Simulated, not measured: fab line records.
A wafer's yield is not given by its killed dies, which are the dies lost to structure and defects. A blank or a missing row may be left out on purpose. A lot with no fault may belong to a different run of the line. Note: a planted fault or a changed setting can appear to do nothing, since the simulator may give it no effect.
Lot-split experiment / flow sfq_line / 23 wafers read across 5 lots, on a route 325 steps long

== SPLIT DETAILS ==
At SFQ_TRILAYER_INCOMING_OXIDATION_002 (target thk 500 nm, ox time 4939 s), the setting temp_c was moved away from the recipe's 1000 C on 20 of the 23 wafers read, by -2.6% to +1.3%. All remaining wafers had this setting at the recipe value.

The split's own step is where the reading is taken.

== THE READING ==
SiO2_of_TRILAYER_INCOMING_OXIDATION_002.thk_nm (the simulator's own value, which no gauge read), in nm, at SFQ_TRILAYER_INCOMING_OXIDATION_002 (target thk 500 nm, ox time 4939 s). No usual value for it is given in the file. Average 491.9 nm, standard deviation 3.4 nm, over the 3 wafers here run with the recipe.

wafer=L074.1; tool, chamber at the split=-, -; temp_c as run, C=1013; against the recipe=+1.3%; SiO2_of_TRILAYER_INCOMING_OXIDATION_002.thk_nm, nm=533.2; against lot-mates on the recipe=no lot-mate on the recipe
wafer=L074.2; tool, chamber at the split=-, -; temp_c as run, C=1013; against the recipe=+1.3%; SiO2_of_TRILAYER_INCOMING_OXIDATION_002.thk_nm, nm=532.2; against lot-mates on the recipe=no lot-mate on the recipe
wafer=L074.4; tool, chamber at the split=-, -; temp_c as run, C=1013; against the recipe=+1.3%; SiO2_of_TRILAYER_INCOMING_OXIDATION_002.thk_nm, nm=535.3; against lot-mates on the recipe=no lot-mate on the recipe
wafer=L074.5; tool, chamber at the split=-, -; temp_c as run, C=1013; against the recipe=+1.3%; SiO2_of_TRILAYER_INCOMING_OXIDATION_002.thk_nm, nm=536.2; against lot-mates on the recipe=no lot-mate on the recipe
wafer=L074.6; tool, chamber at the split=-, -; temp_c as run, C=1013; against the recipe=+1.3%; SiO2_of_TRILAYER_INCOMING_OXIDATION_002.thk_nm, nm=527; against lot-mates on the recipe=no lot-mate on the recipe
wafer=L078.1; tool, chamber at the split=furnace-01, 0; temp_c as run, C=1000; against the recipe=recipe; SiO2_of_TRILAYER_INCOMING_OXIDATION_002.thk_nm, nm=495.2; against lot-mates on the recipe=-
wafer=L078.3; tool, chamber at the split=furnace-01, 0; temp_c as run, C=1000; against the recipe=recipe; SiO2_of_TRILAYER_INCOMING_OXIDATION_002.thk_nm, nm=487.2; against lot-mates on the recipe=-
wafer=L078.4; tool, chamber at the split=furnace-01, 0; temp_c as run, C=1000; against the recipe=recipe; SiO2_of_TRILAYER_INCOMING_OXIDATION_002.thk_nm, nm=493.2; against lot-mates on the recipe=-
wafer=L081.1; tool, chamber at the split=-, -; temp_c as run, C=974.2; against the recipe=-2.6%; SiO2_of_TRILAYER_INCOMING_OXIDATION_002.thk_nm, nm=421.7; against lot-mates on the recipe=no lot-mate on the recipe
wafer=L081.2; tool, chamber at the split=-, -; temp_c as run, C=974.2; against the recipe=-2.6%; SiO2_of_TRILAYER_INCOMING_OXIDATION_002.thk_nm, nm=413; against lot-mates on the recipe=no lot-mate on the recipe
wafer=L081.3; tool, chamber at the split=-, -; temp_c as run, C=974.2; against the recipe=-2.6%; SiO2_of_TRILAYER_INCOMING_OXIDATION_002.thk_nm, nm=423.4; against lot-mates on the recipe=no lot-mate on the recipe
wafer=L081.4; tool, chamber at the split=-, -; temp_c as run, C=974.2; against the recipe=-2.6%; SiO2_of_TRILAYER_INCOMING_OXIDATION_002.thk_nm, nm=420.9; against lot-mates on the recipe=no lot-mate on the recipe
wafer=L081.5; tool, chamber at the split=-, -; temp_c as run, C=974.2; against the recipe=-2.6%; SiO2_of_TRILAYER_INCOMING_OXIDATION_002.thk_nm, nm=422.2; against lot-mates on the recipe=no lot-mate on the recipe
wafer=L082.1; tool, chamber at the split=-, -; temp_c as run, C=990.4; against the recipe=-1.0%; SiO2_of_TRILAYER_INCOMING_OXIDATION_002.thk_nm, nm=450; against lot-mates on the recipe=no lot-mate on the recipe
wafer=L082.2; tool, chamber at the split=-, -; temp_c as run, C=990.4; against the recipe=-1.0%; SiO2_of_TRILAYER_INCOMING_OXIDATION_002.thk_nm, nm=443.5; against lot-mates on the recipe=no lot-mate on the recipe
wafer=L082.3; tool, chamber at the split=-, -; temp_c as run, C=990.4; against the recipe=-1.0%; SiO2_of_TRILAYER_INCOMING_OXIDATION_002.thk_nm, nm=440.8; against lot-mates on the recipe=no lot-mate on the recipe
wafer=L082.4; tool, chamber at the split=-, -; temp_c as run, C=990.4; against the recipe=-1.0%; SiO2_of_TRILAYER_INCOMING_OXIDATION_002.thk_nm, nm=444.9; against lot-mates on the recipe=no lot-mate on the recipe
wafer=L082.6; tool, chamber at the split=-, -; temp_c as run, C=990.4; against the recipe=-1.0%; SiO2_of_TRILAYER_INCOMING_OXIDATION_002.thk_nm, nm=452.7; against lot-mates on the recipe=no lot-mate on the recipe
wafer=L083.1; tool, chamber at the split=-, -; temp_c as run, C=1009; against the recipe=+0.9%; SiO2_of_TRILAYER_INCOMING_OXIDATION_002.thk_nm, nm=542.1; against lot-mates on the recipe=no lot-mate on the recipe
wafer=L083.3; tool, chamber at the split=-, -; temp_c as run, C=1009; against the recipe=+0.9%; SiO2_of_TRILAYER_INCOMING_OXIDATION_002.thk_nm, nm=546.7; against lot-mates on the recipe=no lot-mate on the recipe
wafer=L083.4; tool, chamber at the split=-, -; temp_c as run, C=1009; against the recipe=+0.9%; SiO2_of_TRILAYER_INCOMING_OXIDATION_002.thk_nm, nm=545.5; against lot-mates on the recipe=no lot-mate on the recipe
wafer=L083.5; tool, chamber at the split=-, -; temp_c as run, C=1009; against the recipe=+0.9%; SiO2_of_TRILAYER_INCOMING_OXIDATION_002.thk_nm, nm=537.1; against lot-mates on the recipe=no lot-mate on the recipe
wafer=L083.6; tool, chamber at the split=-, -; temp_c as run, C=1009; against the recipe=+0.9%; SiO2_of_TRILAYER_INCOMING_OXIDATION_002.thk_nm, nm=553.1; against lot-mates on the recipe=no lot-mate on the recipe

THE FIT
A straight line over all 23 wafers: SiO2_of_TRILAYER_INCOMING_OXIDATION_002.thk_nm changes by +33.3 nm for each +1% of temp_c; r = +0.96; the points scatter about the line by 15 nm.
Too few moved wafers have a lot-mate on the recipe to fit a line with each lot's own level taken away.

== THE FILE'S OWN FIT ==
SiO2_of_TRILAYER_INCOMING_OXIDATION_002.thk_nm changes by +33.3 nm for each +1% of temp_c, r = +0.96.
